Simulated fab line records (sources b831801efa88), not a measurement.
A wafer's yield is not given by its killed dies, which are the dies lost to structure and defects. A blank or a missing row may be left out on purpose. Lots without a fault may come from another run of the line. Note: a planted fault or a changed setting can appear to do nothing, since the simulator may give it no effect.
fab line records	flow sky130
[record] lots = 5	wafers = 15	last-day = 49
route steps=708 shown LI_CONTACT@375 LOCAL_INTERCONNECT@387 PAD_OPEN@708
lots that met no fault: from a run of the same line without faults
start-h: hours from the record's opening day to when the first of the lot's shown wafers began	wait-h: hours since the lot's step before	" the same as in the row above	L1.1+2: a row that stands for several wafers	- value missing, or start not given	* or withheld: withheld	< > ~ a bound
route shown NAME@n: a module of which the file shows steps, and the number in the route of the first	usual: mean and standard deviation over wafers with no fault	same: alike in all rows	chamber/n: place in a boat	sites: readings site by site	_std_site: the values' standard deviation	_edge_site: inner sites' mean taken away from outer sites' mean	radius-mm: for every site, how far away it sits from the centre of the wafer	mask NAME#n: copy n	behind: the tool/chamber that last shaped the wafer	hold: cause of the lot's hold/its duration in hours/its outcome	device: transistor that didn't switch, given as n, p or np	end of line: the route-end tests of the same wafers	a step given without rows: its recipe and nothing more	killed: count of dies lost to structure and defects at first sort (not the wafer's yield)	map: a wafer's dies, x killed, . not, _ none there
set.NAME: the setting the step ran with; set.NAME@STEP: the setting that earlier step ran with	model.NAME: the simulator's own value behind a step, which no gauge read
lots seen at some steps along the route; tables by step, rows by wafer
services: the hour from which a tool's chamber was out of use, counted from the record's first day as start-h (under 0 if before that day), plus the number of hours and why
[[steps]]
[step SKY_LI_CONTACT_OVL_MEAS_13]
[usual] LI_CONTACT_OVL = -4/5.5
lot.wafer	tool	chamber	start-h	wait-h	LI_CONTACT_OVL[nm]
L131.2	overlay-01	-	683.98	0.1	1
L131.4	"	-	"	"	-1
L131.6	"	-	"	"	-9
L138.1	overlay-02	-	736.72	0.1	-14
L138.3	"	-	"	"	-8
L138.5	"	-	"	"	-6
L146.3	overlay-02	-	795.23	0.1	5
L146.5	"	-	"	"	-5
L146.6	"	-	"	"	0
L147.2	overlay-02	-	809.48	0.1	-9
L147.4	"	-	"	"	-7
L147.5	"	-	"	"	0
L151.1	overlay-01	-	830.86	0.1	-10
L151.4	"	-	"	"	-8
L151.5	"	-	"	"	-14
[step SKY_LI_CONTACT_ETCH_14]
[recipe] chemistry = N2/H2	target = BARC	ion-energy-ev = 200	source-w = 500	bias-w = 100	pressure-mtorr = 30	n2-flow-sccm = 100	h2-flow-sccm = 200	stop-on = SiO2	time-s = 45.9	target-depth-a = 600
[step SKY_LI_CONTACT_ETCH_15]
[recipe] target = PSG	chemistry = C4F8/O2/Ar	stop-on = Si	taper-deg = 4.15	mask-material = KrF-thick	source-w = 1500	bias-w = 1200	pressure-mtorr = 40	c4f8-flow-sccm = withheld	O2_flow_sccm = 6	Ar_flow_sccm = 300	time-s = withheld	target-depth-a = 6000
[usual] oes-product-au = 0.837/0.0042
lot.wafer	tool	chamber	start-h	wait-h	oes-product-au
L131.2	rie-diel-03	0	684.05	0.0	0.836
L131.4	"	1	"	"	0.836
L131.6	"	1	"	"	0.839
L138.1	rie-diel-04	3	736.80	0.0	0.847
L138.3	"	2	"	"	0.831
L138.5	"	2	"	"	0.825
L146.3	rie-diel-01	3	795.29	0.0	0.838
L146.5	"	3	"	"	0.840
L146.6	"	0	"	"	0.833
L147.2	rie-diel-01	0	809.55	0.0	0.842
L147.4	"	3	"	"	0.835
L147.5	"	2	"	"	0.834
L151.1	rie-diel-01	2	830.94	0.0	0.829
L151.4	"	0	"	"	0.837
L151.5	"	1	"	"	0.839
[step SKY_LI_CONTACT_STRIP_16]
[recipe] chemistry = O2/N2	power-w = 1400	pressure-mtorr = 1500	platen-temp-c = withheld	o2-flow-sccm = 3000	n2-flow-sccm = 300	overash-fraction = 0.5
[usual] drypump-motor-current-A = 5.76/0.27	oes-product-au = 0.376/0.0047	strip-time-to-endpoint-s = 3.51/0.04
lot.wafer	tool	chamber	start-h	wait-h	drypump-motor-current-A	oes-product-au	rf-hours-counter-h	strip-time-to-endpoint-s
L131.2	plasma-asher-04	1	684.13	-	5.28	0.375	78	3.45
L131.4	"	1	"	"	5.29	0.379	-	3.49
L131.6	"	0	"	"	5.99	0.373	-	3.47
L138.1	plasma-asher-03	0	736.88	-	5.81	0.370	65	3.44
L138.3	"	0	"	"	5.80	0.377	-	3.48
L138.5	"	0	"	"	5.83	0.374	-	3.47
L146.3	plasma-asher-04	0	795.41	-	6.00	0.379	-	3.54
L146.5	"	1	"	"	5.28	0.377	-	3.53
L146.6	"	0	"	"	6.01	0.374	-	3.57
L147.2	plasma-asher-04	0	809.64	-	6.00	0.375	91	3.55
L147.4	"	1	"	"	5.27	0.381	-	3.52
L147.5	"	1	"	"	5.25	0.378	-	3.59
L151.1	plasma-asher-04	1	831.03	-	5.29	0.383	93	3.58
L151.4	"	1	"	"	5.28	0.384	-	3.55
L151.5	"	0	"	"	6.02	0.380	-	3.54
[step SKY_LI_CONTACT_CLEAN_17]
[recipe] chemistry = NMP	time-s = 600	temp-c = 60	dry = n2-spin
[step SKY_LI_CONTACT_PRE_CLEAN_18]
[recipe] gas = Ar	time-s = 5.6	bias-v = 358
[step SKY_LI_CONTACT_SPUTTER_19]
[recipe] material = Ti	target-thk-nm = 20	chamber-pressure-pa = 5	power-w = 2500	substrate-temp-c = 200	time-s = 106.37
[step SKY_LI_CONTACT_SPUTTER_20]
[recipe] material = TiN	target-thk-nm = 20	chamber-pressure-pa = 5	power-w = 4000	time-s = 80
[step SKY_LI_CONTACT_CVD_21]
[recipe] material = W	target-thk-nm = 400	time-s = 120.56	temp-c = 400	pressure-torr = 40
[usual] heater-power-w = 910/75
lot.wafer	tool	chamber	start-h	wait-h	heater-power-w
L131.2	cvd-w-01	1	684.57	0.0	813
L131.4	"	0	"	"	881
L131.6	"	0	"	"	893
L138.1	cvd-w-02	0	737.33	0.0	1025
L138.3	"	0	"	"	1039
L138.5	"	0	"	"	1045
L146.3	cvd-w-01	0	795.85	0.1	881
L146.5	"	1	"	"	833
L146.6	"	0	"	"	877
L147.2	cvd-w-02	0	810.09	0.0	1038
L147.4	"	1	"	"	929
L147.5	"	0	"	"	1006
L151.1	cvd-w-01	1	831.67	0.0	826
L151.4	"	1	"	"	848
L151.5	"	0	"	"	885
[step SKY_LI_CONTACT_RS_MEAS_22]
[recipe] thk-meas-gauge = four-point-probe	reads = W_of_LI_CONTACT_CVD_21+TiN_of_LI_CONTACT_SPUTTER_20+Ti_of_LI_CONTACT_SPUTTER_19
[usual] LI_CONTACT_W_RS = 0.2849/0.0026
lot.wafer	tool	chamber	start-h	wait-h	LI_CONTACT_W_RS[ohm/sq]
L131.2	film-metro-04	-	684.71	0.1	0.2825
L131.4	"	-	"	"	0.2818
L131.6	"	-	"	"	0.2807
L138.1	film-metro-04	-	737.46	0.1	0.2844
L138.3	"	-	"	"	0.2876
L138.5	"	-	"	"	0.2846
L146.3	film-metro-04	-	795.98	0.1	0.2813
L146.5	"	-	"	"	0.2804
L146.6	"	-	"	"	0.2817
L147.2	film-metro-01	-	810.23	0.1	0.2844
L147.4	"	-	"	"	0.2808
L147.5	"	-	"	"	0.2830
L151.1	film-metro-01	-	831.79	0.1	0.2877
L151.4	"	-	"	"	0.2862
L151.5	"	-	"	"	0.2883
[step SKY_LI_CONTACT_THK_MEAS_23]
[recipe] thk-meas-gauge = xrf	reads = W_of_LI_CONTACT_CVD_21
[usual] LI_CONTACT_W_THK = 399/5.8
lot.wafer	tool	chamber	start-h	wait-h	LI_CONTACT_W_THK[nm]
L131.2	film-metro-04	-	684.82	0.1	408
L131.4	"	-	"	"	407
L131.6	"	-	"	"	408
L138.1	film-metro-04	-	737.58	0.1	405
L138.3	"	-	"	"	404
L138.5	"	-	"	"	408
L146.3	film-metro-04	-	796.08	0.1	409
L146.5	"	-	"	"	407
L146.6	"	-	"	"	402
L147.2	film-metro-01	-	810.34	0.1	396
L147.4	"	-	"	"	403
L147.5	"	-	"	"	400
L151.1	film-metro-01	-	831.91	0.1	392
L151.4	"	-	"	"	395
L151.5	"	-	"	"	391
[step SKY_LI_CONTACT_CMP_24]
[recipe] stop-on = PSG	t-overpolish-s = 20	down-force-psi = 3.5	platen-rpm = 60	target-thk-nm = 0	pad-velocity-m-s = 0.94248
[step SKY_LOCAL_INTERCONNECT_SPUTTER_00]
[recipe] material = TiN	target-thk-nm = 100	temp-c = 300	power-w = 6500	time-s = 83.3	chamber-pressure-pa = 0.4
[usual] throttle-valve-pct = 30.3/0.94
lot.wafer	tool	chamber	start-h	wait-h	throttle-valve-pct	model.TiN_of_LOCAL_INTERCONNECT_SPUTTER_00.thk-nm
L131.2	pvd-sputter-04	-	685.17	0.1	31.2	99.59
L131.4	"	-	"	"	29.2	100.8
L131.6	"	-	"	"	30.8	100.1
L138.1	pvd-sputter-01	-	737.94	0.2	30.0	99.8
L138.3	"	-	"	"	29.9	100.9
L138.5	"	-	"	"	30.5	100.6
L146.3	pvd-sputter-03	-	796.50	0.1	31.6	100.6
L146.5	"	-	"	"	30.6	100.1
L146.6	"	-	"	"	31.1	98.56
L147.2	pvd-sputter-01	-	810.69	0.1	29.8	99.4
L147.4	"	-	"	"	30.5	99.62
L147.5	"	-	"	"	29.7	89.89
L151.1	pvd-sputter-04	-	832.27	0.1	30.9	101.9
L151.4	"	-	"	"	30.7	102.1
L151.5	"	-	"	"	31.0	101.9
[step SKY_LOCAL_INTERCONNECT_RS_MEAS_01]
[recipe] thk-meas-gauge = four-point-probe	reads = TiN_of_LOCAL_INTERCONNECT_SPUTTER_00
[usual] LOCAL_INTERCONNECT_TIN_RS = 14.12/0.15
lot.wafer	tool	chamber	start-h	wait-h	LOCAL_INTERCONNECT_TIN_RS[ohm/sq]
L131.2	film-metro-01	-	685.25	0.1	14.19
L131.4	"	-	"	"	14.04
L131.6	"	-	"	"	14.12
L138.1	film-metro-03	-	738.00	0.0	14.13
L138.3	"	-	"	"	13.99
L138.5	"	-	"	"	14.05
L146.3	film-metro-02	-	796.60	0.1	14.04
L146.5	"	-	"	"	14.13
L146.6	"	-	"	"	14.39
L147.2	film-metro-02	-	810.77	0.1	14.27
L147.4	"	-	"	"	14.21
L147.5	"	-	"	"	15.83
L151.1	film-metro-01	-	832.34	0.0	13.87
L151.4	"	-	"	"	13.86
L151.5	"	-	"	"	13.88
[step SKY_LOCAL_INTERCONNECT_THK_MEAS_02]
[recipe] thk-meas-gauge = xrf	reads = TiN_of_LOCAL_INTERCONNECT_SPUTTER_00
[usual] LOCAL_INTERCONNECT_TIN_THK = 99.8/1.1
lot.wafer	tool	chamber	start-h	wait-h	LOCAL_INTERCONNECT_TIN_THK[nm]
L131.2	film-metro-01	-	685.36	0.1	98.9
L131.4	"	-	"	"	100.0
L131.6	"	-	"	"	99.4
L138.1	film-metro-03	-	738.12	0.1	98.6
L138.3	"	-	"	"	100.3
L138.5	"	-	"	"	99.2
L146.3	film-metro-02	-	796.70	0.1	101.2
L146.5	"	-	"	"	100.8
L146.6	"	-	"	"	99.0
L147.2	film-metro-02	-	810.88	0.1	99.7
L147.4	"	-	"	"	100.3
L147.5	"	-	"	"	90.6
L151.1	film-metro-01	-	832.46	0.1	101.0
L151.4	"	-	"	"	101.3
L151.5	"	-	"	"	101.0
[step SKY_LOCAL_INTERCONNECT_DEHYDRATE_03]
[recipe] temp-c = 200	time-s = 60
[step SKY_LOCAL_INTERCONNECT_HMDS_04]
[recipe] prime-time-s = 60	prime-temp-c = 120
[step SKY_LOCAL_INTERCONNECT_COAT_05]
[recipe] resist = BARC	temp-c = withheld	time-s = withheld	spin-rpm = 3000	resist-thk-nm = 60
[step SKY_LOCAL_INTERCONNECT_COAT_06]
[recipe] resist = KrF-thick	spin-rpm = 3000	resist-thk-nm = 450
[step SKY_LOCAL_INTERCONNECT_SOFTBAKE_07]
[recipe] temp-c = 100	time-s = 90	resist = KrF-thick
[step SKY_LOCAL_INTERCONNECT_EXPOSE_08]
[recipe] mask-id = LI1M	na = 0.8	source-shape = annular	sigma-inner = 0.55	sigma-outer = 0.85	target-cd-nm = 170	dose-mj = 28
[step SKY_LOCAL_INTERCONNECT_PEB_09]
[recipe] peb-temp-c = withheld	peb-time-s = withheld	resist = KrF-thick
[step SKY_LOCAL_INTERCONNECT_DEVELOP_10]
[recipe] develop-time-s = 60	resist = KrF-thick	dev-temp-c = 21
[step SKY_LOCAL_INTERCONNECT_CD_MEAS_11]
[recipe] target-cd-nm = 170
[usual] cd-nm = 169.3/1.7
lot.wafer	tool	chamber	start-h	wait-h	cd-nm
L131.2	cd-sem-02	-	713.58	-	171.1
L131.4	"	-	"	"	169.6
L131.6	"	-	"	"	170.7
L138.1	cd-sem-02	-	762.51	-	166.9
L138.3	"	-	"	"	168.3
L138.5	"	-	"	"	168.0
L146.3	cd-sem-01	-	823.35	-	170.6
L146.5	"	-	"	"	170.8
L146.6	"	-	"	"	168.9
L147.2	cd-sem-02	-	836.53	-	171.0
L147.4	"	-	"	"	169.1
L147.5	"	-	"	"	169.5
L151.1	cd-sem-01	-	857.30	-	167.9
L151.4	"	-	"	"	170.0
L151.5	"	-	"	"	168.0
[step SKY_LOCAL_INTERCONNECT_OVL_MEAS_12]
[usual] LOCAL_INTERCONNECT_OVL = -2/5
lot.wafer	tool	chamber	start-h	wait-h	LOCAL_INTERCONNECT_OVL[nm]
L131.2	overlay-02	-	713.69	0.1	1
L131.4	"	-	"	"	0
L131.6	"	-	"	"	2
L138.1	overlay-01	-	762.63	0.1	-5
L138.3	"	-	"	"	-2
L138.5	"	-	"	"	-10
L146.3	overlay-01	-	823.44	0.1	7
L146.5	"	-	"	"	4
L146.6	"	-	"	"	-2
L147.2	overlay-02	-	836.64	0.1	0
L147.4	"	-	"	"	-2
L147.5	"	-	"	"	-8
L151.1	overlay-01	-	857.42	0.1	-4
L151.4	"	-	"	"	2
L151.5	"	-	"	"	-5
[step SKY_LOCAL_INTERCONNECT_ETCH_13]
[recipe] chemistry = N2/H2	target = BARC	ion-energy-ev = 200	bias-w = 100	pressure-mtorr = 30	n2-flow-sccm = 100	h2-flow-sccm = 200	icp-w = 500	stop-on = SiO2	time-s = 45.9	target-depth-a = 600
[usual] drypump-motor-current-A = 5.9/0.37	oes-product-au = 0.855/0.0047	throttle-valve-pct = 13.223/0.0093
lot.wafer	tool	chamber	start-h	wait-h	drypump-motor-current-A	oes-product-au	rf-hours-counter-h	throttle-valve-pct
L131.2	rie-metal-03	0	713.72	0.0	5.5	0.855	3	13.216
L131.4	"	1	"	"	5.9	0.855	-	13.222
L131.6	"	0	"	"	5.5	0.859	-	13.207
L138.1	rie-metal-04	1	762.67	0.0	6.0	0.847	0	13.218
L138.3	"	0	"	"	6.5	0.860	-	13.214
L138.5	"	1	"	"	6.0	0.861	-	13.225
L146.3	rie-metal-03	0	823.49	0.0	5.5	0.856	-	13.219
L146.5	"	1	"	"	6.0	0.845	-	13.232
L146.6	"	0	"	"	5.5	0.858	-	13.216
L147.2	rie-metal-03	0	836.67	0.0	5.6	0.858	8	13.222
L147.4	"	1	"	"	5.9	0.855	-	13.242
L147.5	"	1	"	"	5.9	0.852	-	13.220
L151.1	rie-metal-02	0	857.46	0.0	6.4	0.860	9	13.217
L151.4	"	0	"	"	6.4	0.859	-	13.216
L151.5	"	0	"	"	6.4	0.855	-	13.232
[step SKY_LOCAL_INTERCONNECT_METAL_ETCH_14]
[recipe] target-depth-nm = 110	stop-on = PSG	chemistry = Cl2/BCl3	target = TiN	resist-sidewall-deg = 88	pressure-mtorr = 10	icp-w = 900	bias-w = 48.5	Cl2_flow_sccm = 60	bcl3-flow-sccm = 30	time-s = 31.4
[usual] drypump-motor-current-A = 5.9/0.37	oes-product-au = 0.942/0.007	throttle-valve-pct = 21.901/0.0099
lot.wafer	tool	chamber	start-h	wait-h	drypump-motor-current-A	oes-product-au	rf-hours-counter-h	throttle-valve-pct
L131.2	rie-metal-03	0	713.78	0.0	5.5	0.940	3	21.895
L131.4	"	1	"	"	5.9	0.949	-	21.901
L131.6	"	0	"	"	5.5	0.938	-	21.877
L138.1	rie-metal-04	1	762.73	0.0	6.0	0.941	0	21.893
L138.3	"	0	"	"	6.5	0.944	-	21.890
L138.5	"	1	"	"	6.0	0.945	-	21.902
L146.3	rie-metal-03	0	823.55	0.0	5.6	0.948	-	21.901
L146.5	"	1	"	"	5.9	0.940	-	21.904
L146.6	"	0	"	"	5.5	0.926	-	21.910
L147.2	rie-metal-03	0	836.73	0.0	5.5	0.936	9	21.894
L147.4	"	1	"	"	5.9	0.942	-	21.913
L147.5	"	1	"	"	6.0	0.892	-	21.935
L151.1	rie-metal-02	0	857.59	0.1	6.4	0.950	9	21.883
L151.4	"	0	"	"	6.4	0.954	-	21.892
L151.5	"	0	"	"	6.4	0.960	-	21.901
[step SKY_LOCAL_INTERCONNECT_STRIP_15]
[recipe] chemistry = O2/N2	power-w = 1400	pressure-mtorr = 1500	platen-temp-c = withheld	o2-flow-sccm = 3000	n2-flow-sccm = 300	overash-fraction = 0.5
[usual] drypump-motor-current-A = 5.9/0.42	oes-product-au = 0.427/0.0046	strip-time-to-endpoint-s = 4.727/0.019
lot.wafer	tool	chamber	start-h	wait-h	drypump-motor-current-A	oes-product-au	rf-hours-counter-h	strip-time-to-endpoint-s
L131.2	plasma-asher-01	0	713.83	0.0	6.1	0.431	108	4.740
L131.4	"	1	"	"	6.7	0.424	-	4.753
L131.6	"	1	"	"	6.7	0.419	-	4.719
L138.1	plasma-asher-03	1	762.78	0.0	5.8	0.427	68	4.756
L138.3	"	0	"	"	5.8	0.436	-	4.690
L138.5	"	1	"	"	5.7	0.423	-	4.725
L146.3	plasma-asher-03	1	823.61	0.1	5.7	0.424	-	4.702
L146.5	"	1	"	"	5.7	0.428	-	4.713
L146.6	"	0	"	"	5.8	0.416	-	4.733
L147.2	plasma-asher-04	1	836.78	0.0	5.3	0.426	94	4.732
L147.4	"	0	"	"	6.0	0.423	-	4.768
L147.5	"	0	"	"	6.0	0.430	-	4.750
L151.1	plasma-asher-04	0	857.69	0.1	6.0	0.433	96	4.696
L151.4	"	1	"	"	5.3	0.423	-	4.695
L151.5	"	0	"	"	6.0	0.421	-	4.687
[step SKY_LOCAL_INTERCONNECT_STRIP_16]
[recipe] chemistry = post-etch-residue-remover	time-s = 1200	temp-c = 72.5
lot.wafer	tool	chamber	start-h	wait-h	model.TiN_of_LOCAL_INTERCONNECT_SPUTTER_00.thk-nm
L131.2	wet-bench-01	1	713.93	0.1	99.17
L131.4	"	1	"	"	100.4
L131.6	"	1	"	"	99.66
L138.1	wet-bench-03	3	762.88	0.1	99.37
L138.3	"	3	"	"	100.4
L138.5	"	3	"	"	100.2
L146.3	wet-bench-03	0	823.68	0.0	100.2
L146.5	"	0	"	"	99.64
L146.6	"	0	"	"	98.15
L147.2	wet-bench-04	2	836.88	0.1	98.99
L147.4	"	2	"	"	99.21
L147.5	"	2	"	"	89.47
L151.1	wet-bench-04	3	857.79	0.1	101.4
L151.4	"	3	"	"	101.7
L151.5	"	3	"	"	101.5
[step SKY_LOCAL_INTERCONNECT_CLEAN_17]
[recipe] chemistry = IPA	time-s = 180	temp-c = 25
[step SKY_PAD_OPEN_PROBE_99]
[usual] killed_at_M0_to_M3 = 43/6.8	killed_at_M4_up = 3.2/1.7	killed-at-contacts = 24/5.7	killed-at-front-end = 16/4.3	killed-at-other = 0.3/0.56	killed-dies = 86/9.5	killed-open = 47/6.9	killed-short = 39/5.8
[same] gross-dies = 492	killed-at-back-side = 0
lot.wafer	tool	chamber	start-h	wait-h	killed_at_M0_to_M3	killed_at_M4_up	killed-at-contacts	killed-at-front-end	killed-at-other	killed-dies	killed-open	killed-short	model.etest.res-li.line-ohm-um	model.etest.res-li.rs-ohm-sq
L131.2	prober-02	-	1078.46	0.1	48	4	29	14	0	95	48	47	75.47	12.8
L131.4	prober-02	-	1078.56	0.2	54	4	29	19	0	106	57	48	74.88	12.65
L131.6	prober-02	-	1078.66	0.2	52	5	27	19	0	103	66	37	74.54	12.79
L138.1	prober-01	-	1117.31	0.1	32	2	23	18	0	75	42	33	76.93	12.79
L138.3	prober-01	-	1117.41	0.2	42	1	24	22	0	89	45	44	74.94	12.77
L138.5	prober-01	-	1117.51	0.2	30	4	27	18	0	79	43	35	75.52	12.78
L146.3	prober-01	-	1162.46	0.2	40	6	18	16	1	81	44	37	74.55	12.76
L146.5	prober-01	-	1162.56	0.2	42	11	20	13	0	86	44	42	73.93	12.88
L146.6	prober-01	-	1162.61	0.2	36	2	24	20	1	83	44	39	76.77	13.01
L147.2	prober-02	-	1171.87	0.1	48	4	26	12	1	91	45	45	75.07	12.86
L147.4	prober-02	-	1171.97	0.2	36	3	39	15	0	93	50	43	75.47	12.89
L147.5	prober-02	-	1172.02	0.2	52	4	30	11	0	97	53	44	82.72	14.2
L151.1	prober-01	-	1186.83	0.1	44	2	23	15	2	86	48	38	74.91	12.49
L151.4	prober-01	-	1186.98	0.2	42	1	25	11	1	80	42	37	74.01	12.54
L151.5	prober-01	-	1187.03	0.2	49	3	22	15	0	89	49	40	74.85	12.54
// killed by level:class
L131.2 CONTACT:geometric-particle:open=12 VIA1:geometric-particle:open=11 METAL1:geometric-particle:short=9 LI_CONTACT:geometric-particle:open=7 VIA3:geometric-particle:open=7 FIELD_ISO:geometric-particle:short=6 VIA2:geometric-particle:open=5 LOCAL_INTERCONNECT:geometric-particle:short=5
L131.4 CONTACT:geometric-particle:open=12 VIA1:geometric-particle:open=10 VIA2:geometric-particle:open=8 METAL2:geometric-particle:short=7 VIA3:geometric-particle:short=7 POLY_GATE:geometric-particle:short=6 METAL1:geometric-particle:short=6 VIA3:geometric-particle:open=6
L131.6 VIA1:geometric-particle:open=17 VIA3:geometric-particle:open=11 LI_CONTACT:geometric-particle:open=9 POLY_GATE:geometric-particle:open=8 CONTACT:geometric-particle:open=8 VIA2:geometric-particle:open=6 METAL4:geometric-particle:short=5 METAL2:geometric-particle:short=5
L138.1 CONTACT:geometric-particle:open=8 VIA2:geometric-particle:open=7 FIELD_ISO:geometric-particle:open=6 POLY_GATE:geometric-particle:short=6 LI_CONTACT:geometric-particle:open=6 VIA1:geometric-particle:open=6 METAL2:geometric-particle:short=6 VIA1:geometric-particle:short=5
L138.3 CONTACT:geometric-particle:open=12 FIELD_ISO:geometric-particle:short=8 POLY_GATE:geometric-particle:short=8 VIA1:geometric-particle:open=7 VIA2:geometric-particle:open=7 METAL2:geometric-particle:short=6 VIA3:geometric-particle:open=6 LI_CONTACT:geometric-particle:open=5
L138.5 CONTACT:geometric-particle:open=14 VIA1:geometric-particle:open=8 POLY_GATE:geometric-particle:open=6 POLY_GATE:geometric-particle:short=6 LI_CONTACT:geometric-particle:open=4 CONTACT:geometric-particle:short=4 VIA3:geometric-particle:short=4 LI_CONTACT:geometric-particle:short=3
L146.3 VIA1:geometric-particle:open=10 METAL1:geometric-particle:short=8 LI_CONTACT:geometric-particle:open=6 METAL2:geometric-particle:short=6 FIELD_ISO:geometric-particle:short=5 CONTACT:geometric-particle:open=5 VIA3:geometric-particle:open=5 FIELD_ISO:geometric-particle:open=4
L146.5 METAL4:geometric-particle:short=9 VIA1:geometric-particle:open=7 VIA3:geometric-particle:open=7 CONTACT:geometric-particle:open=6 METAL2:geometric-particle:short=6 CONTACT:geometric-particle:short=5 VIA1:geometric-particle:short=5 VIA2:geometric-particle:open=5
L146.6 LI_CONTACT:geometric-particle:open=11 VIA3:geometric-particle:open=9 FIELD_ISO:geometric-particle:short=7 VIA1:geometric-particle:open=7 CONTACT:geometric-particle:open=6 METAL2:geometric-particle:short=5 METAL1:geometric-particle:short=5 POLY_GATE:geometric-particle:open=3
L147.2 CONTACT:geometric-particle:open=8 VIA2:geometric-particle:open=8 VIA1:geometric-particle:open=7 LI_CONTACT:geometric-particle:open=7 METAL2:geometric-particle:short=7 METAL3:geometric-particle:short=7 VIA2:geometric-particle:short=6 METAL1:geometric-particle:short=5
L147.4 CONTACT:geometric-particle:open=15 VIA3:geometric-particle:open=7 LI_CONTACT:geometric-particle:open=6 LOCAL_INTERCONNECT:geometric-particle:short=6 CONTACT:geometric-particle:short=6 VIA1:geometric-particle:open=6 POLY_GATE:geometric-particle:open=5 LI_CONTACT:geometric-particle:short=5
L147.5 CONTACT:geometric-particle:open=14 VIA3:geometric-particle:open=12 VIA1:geometric-particle:short=10 LI_CONTACT:geometric-particle:open=8 VIA1:geometric-particle:open=6 VIA2:geometric-particle:open=6 METAL3:geometric-particle:short=5 CONTACT:geometric-particle:short=5
L151.1 VIA1:geometric-particle:open=10 VIA3:geometric-particle:open=8 CONTACT:geometric-particle:open=7 LI_CONTACT:geometric-particle:open=6 VIA2:geometric-particle:open=5 FIELD_ISO:geometric-particle:open=5 METAL1:geometric-particle:short=5 VIA1:geometric-particle:short=5
L151.4 CONTACT:geometric-particle:open=9 VIA1:geometric-particle:short=8 VIA2:geometric-particle:open=7 CONTACT:geometric-particle:short=6 METAL2:geometric-particle:short=6 VIA1:geometric-particle:open=6 VIA3:geometric-particle:open=6 POLY_GATE:geometric-particle:open=4
L151.5 VIA1:geometric-particle:open=11 VIA3:geometric-particle:open=7 LOCAL_INTERCONNECT:geometric-particle:short=6 POLY_GATE:geometric-particle:open=5 LI_CONTACT:geometric-particle:open=5 VIA2:geometric-particle:open=5 CONTACT:geometric-particle:open=5 VIA1:geometric-particle:short=5
[[services]]
tool	chamber	start-h	hours	kind
rie-diel-01	0	673.91	5.5	repair
cvd-w-01	1	680.25	2.0	repair
rie-metal-03	-	682.81	0.3	repair
rie-diel-04	2	692.67	9.4	repair
wet-bench-04	-	711.38	11.6	repair
plasma-asher-03	-	712.87	3.2	repair
rie-diel-04	-	729.41	0.3	repair
plasma-asher-01	-	733.75	9.0	pm
plasma-asher-01	-	742.75	2.8	pm
cvd-w-02	0	745.17	13.4	repair
rie-diel-03	2	746.47	7.1	repair
rie-metal-03	1	756.82	-	clean
rie-diel-03	-	757.53	4.3	pm
rie-diel-04	0	771.80	8.2	repair
rie-diel-03	2	778.82	1.6	repair
plasma-asher-03	-	783.87	0.4	repair
rie-diel-01	2	791.27	10.2	repair
rie-diel-03	-	798.36	14.6	pm
rie-diel-04	0	810.69	2.5	repair
plasma-asher-01	-	827.90	4.4	repair
rie-metal-04	-	828.11	2.8	pm
pvd-sputter-03	-	830.85	1.2	repair
rie-metal-03	1	840.40	2.4	repair
wet-bench-01	-	846.31	3.1	repair
[[key]]
[first-sign] step = SKY_LOCAL_INTERCONNECT_RS_MEAS_01	reading = LOCAL_INTERCONNECT_TIN_RS	direction = up	sigmas = 12	usual = 14.12	struck = 15.83
[effect] step = SKY_LOCAL_INTERCONNECT_THK_MEAS_02	reading = LOCAL_INTERCONNECT_TIN_THK	direction = down	sigmas = 8.2	usual = 99.8	struck = 90.6
[effect] step = SKY_LOCAL_INTERCONNECT_METAL_ETCH_14	reading = oes-product-au	direction = down	sigmas = 7.1	usual = 0.942	struck = 0.892
[model-effect] step = SKY_LOCAL_INTERCONNECT_SPUTTER_00	value = TiN_of_LOCAL_INTERCONNECT_SPUTTER_00.thk-nm	without = 98.93	struck = 89.89
[model-effect] step = SKY_LOCAL_INTERCONNECT_STRIP_16	value = TiN_of_LOCAL_INTERCONNECT_SPUTTER_00.thk-nm	without = 98.51	struck = 89.47
[model-effect] step = SKY_PAD_OPEN_PROBE_99	value = etest.res-li.line-ohm-um	without = 75.15	struck = 82.72
met-at SKY_LOCAL_INTERCONNECT_SPUTTER_00
struck-wafers L147.5
tester-left-out L147
onset-between 737.94 810.69
[fault] kind = process-parameter-drift	tool = pvd-sputter-01	chamber = -	onset-h = 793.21	steps = SKY_LOCAL_INTERCONNECT_SPUTTER_00	channel = time-s	offset = *	shape = step	end-h = 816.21	acts-in = *	stated = *	scope = struck-wafers-only
// tester-left-out: of these lots the tester's yield and bins aren't shown, on N5 and GAA mostly nor the transistor test; their killed dies are dies lost to structure and defects alone, not to doping, threshold or leakage, so they don't give the yield
